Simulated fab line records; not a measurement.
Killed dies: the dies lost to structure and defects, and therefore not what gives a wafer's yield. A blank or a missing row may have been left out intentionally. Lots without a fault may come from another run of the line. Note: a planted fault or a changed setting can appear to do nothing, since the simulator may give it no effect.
Which of the tools did it? | flow gf180mcu | Sampling: 12 lots, 34 wafers, 2 of 602 route steps

== WHAT THE GAUGES READ, wafer by wafer ==
GF_M4_THK_MEAS_06: measures by xrf. Usual: for M4_ALCU_THK the level is 446 nm and the standard deviation is 5.8.
lot  | measured     | on            | M4_ALCU_THK (nm) | flag
L649 | day 22 17:47 | film metro-03 | 442 448 444      |
L652 | day 23 19:10 | film metro-01 | 454 448 454      |
L655 | day 24 19:37 | film metro-01 | 451 451 446      |
L656 | day 25 11:33 | film metro-01 | 446 440 444      |
L659 | day 26 02:27 | film metro-01 | 456 447          |
L660 | day 26 05:25 | film metro-03 | 453 445          |
L665 | day 27 18:53 | film metro-04 | 450 451 452      |
L667 | day 28 06:04 | film metro-04 | 445 445 443      |
L669 | day 28 20:50 | film metro-03 | 457 447 444      |
L670 | day 29 03:31 | film metro-04 | 453 444 448      |
L671 | day 29 10:42 | film metro-04 | 457 453 449      |
L672 | day 29 18:01 | film metro-04 | 440 439 443      |

== WHICH TOOL RAN EACH LOT (tool, then ch and the chambers of the sampled wafers, then the start) ==
lot  | GF_M4_SPUTTER_02
L649 | pvd sputter-03, day 22 17:33
L652 | pvd sputter-04, day 23 18:58
L655 | pvd sputter-03, day 24 19:24
L656 | pvd sputter-01, day 25 11:20
L659 | pvd sputter-03, day 26 02:14
L660 | pvd sputter-04, day 26 05:11
L665 | pvd sputter-03, day 27 18:41
L667 | pvd sputter-04, day 28 05:52
L669 | pvd sputter-04, day 28 20:36
L670 | pvd sputter-03, day 29 03:18
L671 | pvd sputter-03, day 29 10:29
L672 | pvd sputter-01, day 29 17:47
- GF_M4_SPUTTER_02: material AlCu, target thk 450 nm, time 23.9 s.

== AS READ BY THE TOOLS THEMSELVES (means over the sampled wafers that have a number; for cases with no such wafer, the mark the record gives instead) ==
GF_M4_SPUTTER_02. Usual: throttle valve pct at 30.0 %, with a standard deviation of 1.2.
lot  | tool           | throttle valve pct (%) | flag
L649 | pvd sputter-03 | 29.6                   |
L652 | pvd sputter-04 | 29.5                   |
L655 | pvd sputter-03 | 31.0                   |
L656 | pvd sputter-01 | 30.1                   |
L659 | pvd sputter-03 | 27.6                   |
L660 | pvd sputter-04 | 29.5                   |
L665 | pvd sputter-03 | 28.9                   |
L667 | pvd sputter-04 | 30.1                   |
L669 | pvd sputter-04 | 30.1                   |
L670 | pvd sputter-03 | 30.7                   |
L671 | pvd sputter-03 | 31.0                   |
L672 | pvd sputter-01 | 30.3                   |

== THE ANSWER, worked out from the rows above alone ==
Rule: lot off if the mean of its wafers having a number is beyond 3 standard deviations from the usual mean. A lot without any number at a reading at which 4 lots or more have one is off too. All remaining lots with rows at the step are treated as sound. Order of review: gauges by route order, followed by the tools' own readings, for which a lot's mean as printed above is used. The first step at which some lot is off is used, and at that step the reading that is off furthest; a lot without a number counts as furthest.
No lot is off on any of the readings shown, so nothing can be concluded from this.

== WHAT WAS PUT IN BY THE SIMULATOR ==
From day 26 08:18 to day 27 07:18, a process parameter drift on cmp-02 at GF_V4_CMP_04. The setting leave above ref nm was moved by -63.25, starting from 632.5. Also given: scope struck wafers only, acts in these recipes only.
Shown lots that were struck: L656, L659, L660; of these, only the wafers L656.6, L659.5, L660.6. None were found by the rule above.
